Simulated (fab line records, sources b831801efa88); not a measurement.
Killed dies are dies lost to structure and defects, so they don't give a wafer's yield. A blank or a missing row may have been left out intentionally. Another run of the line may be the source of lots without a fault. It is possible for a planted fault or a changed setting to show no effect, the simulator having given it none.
Which tool was responsible?	flow sky130	36 wafers from 12 lots sampled at 5 of the route's 708 steps

== WHAT THE GAUGES READ, wafer by wafer ==
SKY_METAL2_CD_MEAS_15: target cd 140 nm. Usual: cd nm 139.5 nm, standard deviation 1.4.
lot	measured	on	cd nm (nm)	flag
L601	day 35 09:19	cd sem-02	137.4 137.9 137.0	
L602	day 35 14:11	cd sem-02	140.4 140.6 138.9	
L603	day 36 00:49	cd sem-01	137.2 139.3 138.7	
L604	day 36 09:46	cd sem-01	142.3 141.3 141.3	
L605	day 36 13:32	cd sem-01	139.2 138.3 139.9	
L606	day 36 21:11	cd sem-01	140.4 140.6 140.8	
L608	day 38 02:02	cd sem-02	139.3 140.2 139.5	
L610	day 38 12:07	cd sem-02	145.4 144.6 145.6 145.8 144.7 146.1	OFF
L614	day 39 13:46	cd sem-02	139.1 138.2 138.8	
L620	day 41 12:26	cd sem-02	139.8 141.1 140.6	
L621	day 42 02:10	cd sem-02	138.7 140.4 137.5	
L623	day 42 12:22	cd sem-02	138.9 138.5 139.1	

SKY_VIA2_BOW_MEAS_03. Usual: for VIA2_BOW the level is 87 um and the standard deviation is 7.4.
lot	measured	on	VIA2_BOW (um)	flag
L601	day 35 10:44	film metro-01	90 88 83	
L602	day 35 15:37	film metro-01	92 89 85	
L603	day 36 02:14	film metro-01	92 95 90	
L604	day 36 11:13	film metro-01	83 72 76	
L605	day 36 15:00	film metro-02	82 72 77	
L606	day 36 22:39	film metro-02	91 79 99	
L608	day 38 03:28	film metro-01	102 95 92	
L610	day 38 15:48	film metro-01	92 95 90	
L614	day 39 15:11	film metro-02	79 68 89	
L620	day 41 13:58	film metro-04	74 74 93	
L621	day 42 03:35	film metro-01	91 96 87	
L623	day 42 13:47	film metro-01	93 95 91	

== EACH LOT AND THE TOOL THAT RAN IT (in order: tool; ch and the chambers of the sampled wafers; start) ==
lot	SKY_VIA1_CMP_02	SKY_VIA1_SPUTTER_20	SKY_METAL2_EXPOSE_12
L601	cmp-02 ch 2,3, day 33 00:47	pvd sputter-04, day 34 05:03	krf scanner-01 ch 0, day 34 20:11
L602	cmp-01 ch 0,1,3, day 33 06:19	pvd sputter-03, day 34 10:21	krf scanner-02 ch 0, day 35 01:10
L603	cmp-01 ch 1,2, day 33 17:03	pvd sputter-04, day 34 21:21	krf scanner-01 ch 0, day 35 11:44
L604	cmp-02 ch 0,2,3, day 34 01:29	pvd sputter-04, day 35 06:06	krf scanner-01 ch 0, day 35 20:10
L605	cmp-02 ch 1,2, day 34 05:41	pvd sputter-03, day 35 09:47	krf scanner-02 ch 0, day 36 00:19
L606	cmp-02 ch 0,1, day 34 14:31	pvd sputter-02, day 35 18:01	krf scanner-01 ch 0, day 36 08:46
L608	cmp-02 ch 2,3, day 35 17:59	pvd sputter-03, day 36 22:15	krf scanner-02 ch 0, day 37 13:27
L610	cmp-01 ch 0,1,3, day 36 04:50	pvd sputter-03, day 37 08:56	krf scanner-01 ch 0, day 37 22:58
L614	cmp-02 ch 0,2,3, day 37 08:17	pvd sputter-04, day 38 12:05	krf scanner-02 ch 0, day 39 01:22
L620	cmp-01 ch 0,1,2, day 39 08:35	pvd sputter-02, day 40 10:35	krf scanner-02 ch 0, day 41 00:41
L621	cmp-01 ch 0,3, day 39 23:14	pvd sputter-03, day 41 01:19	krf scanner-02 ch 0, day 41 14:01
L623	cmp-01 ch 0,1,2, day 40 09:22	pvd sputter-03, day 41 11:19	krf scanner-02 ch 0, day 42 00:56
- SKY_VIA1_CMP_02: polishes SiO2.
- SKY_VIA1_SPUTTER_20: material TiN, target thk 20 nm, time 80 s.
- SKY_METAL2_EXPOSE_12: exposes mask MM2, target cd 140 nm.

== AS READ BY THE TOOLS THEMSELVES (means over the sampled wafers that have a number; for cases with no such wafer, the mark the record gives instead) ==
SKY_VIA1_CMP_02. Usual: motor current A 12.3 A, standard deviation 1.8.
lot	tool	motor current A (A)	flag
L601	cmp-02	11.2	
L602	cmp-01	13.5	
L603	cmp-01	11.7	
L604	cmp-02	11.8	
L605	cmp-02	10.1	
L606	cmp-02	11.4	
L608	cmp-02	11.3	
L610	cmp-01	13.6	
L614	cmp-02	11.9	
L620	cmp-01	12.3	
L621	cmp-01	14.9	
L623	cmp-01	11.9	

SKY_VIA1_SPUTTER_20. Usual: throttle valve pct 29.9 %, standard deviation 0.88.
lot	tool	throttle valve pct (%)	flag
L601	pvd sputter-04	29.0	
L602	pvd sputter-03	30.3	
L603	pvd sputter-04	29.6	
L604	pvd sputter-04	29.8	
L605	pvd sputter-03	30.6	
L606	pvd sputter-02	28.4	
L608	pvd sputter-03	30.5	
L610	pvd sputter-03	30.6	
L614	pvd sputter-04	29.5	
L620	pvd sputter-02	29.0	
L621	pvd sputter-03	30.3	
L623	pvd sputter-03	30.1	

SKY_METAL2_EXPOSE_12. Usual: exposure dose mJ cm2 28.22, standard deviation 0.27.
lot	tool	exposure dose mJ cm2	flag
L601	krf scanner-01	27.93	
L602	krf scanner-02	28.49	
L603	krf scanner-01	27.94	
L604	krf scanner-01	27.90	
L605	krf scanner-02	28.44	
L606	krf scanner-01	27.91	
L608	krf scanner-02	28.46	
L610	krf scanner-01	27.32	OFF
L614	krf scanner-02	28.47	
L620	krf scanner-02	28.44	
L621	krf scanner-02	28.46	
L623	krf scanner-02	28.42	

== THE ANSWER, worked out from the rows above alone ==
Rule: take the mean of a lot's wafers that have a number; if it is more than 3 standard deviations from the usual mean, the lot is off. A lot without any number at a reading at which 4 lots or more have one is off too. Where the step has rows for the other lots, those lots are counted as sound. First the gauges in route order, then the tools' own readings, where a lot's mean is used as printed above. At the first step where some lot is off, the reading lying furthest off is the one used; lots without a number count as furthest.
Off: L610 (SKY_METAL2_CD_MEAS_15, cd nm).
A tool fits if, at a process step before that reading, it ran every lot that is off, and no sound lot after the first of them. The gauges at SKY_METAL2_CD_MEAS_15 aren't tried: what is off there is off at SKY_METAL2_EXPOSE_12 too, on other tools, and a gauge's error can't cause that. One fits: krf scanner-01 at SKY_METAL2_EXPOSE_12. Its last sound lot is L606 (day 36 08:46), its first lot that is off L610 (day 37 22:58): a fault that began between those two fits.

== WHAT THE SIMULATOR HAD PUT IN ==
Process parameters drifting: krf scanner-01 at SKY_METAL2_EXPOSE_12, beginning at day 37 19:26. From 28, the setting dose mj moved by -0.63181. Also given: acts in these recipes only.
Struck lots among those shown: L610. Same finding as the rule above.
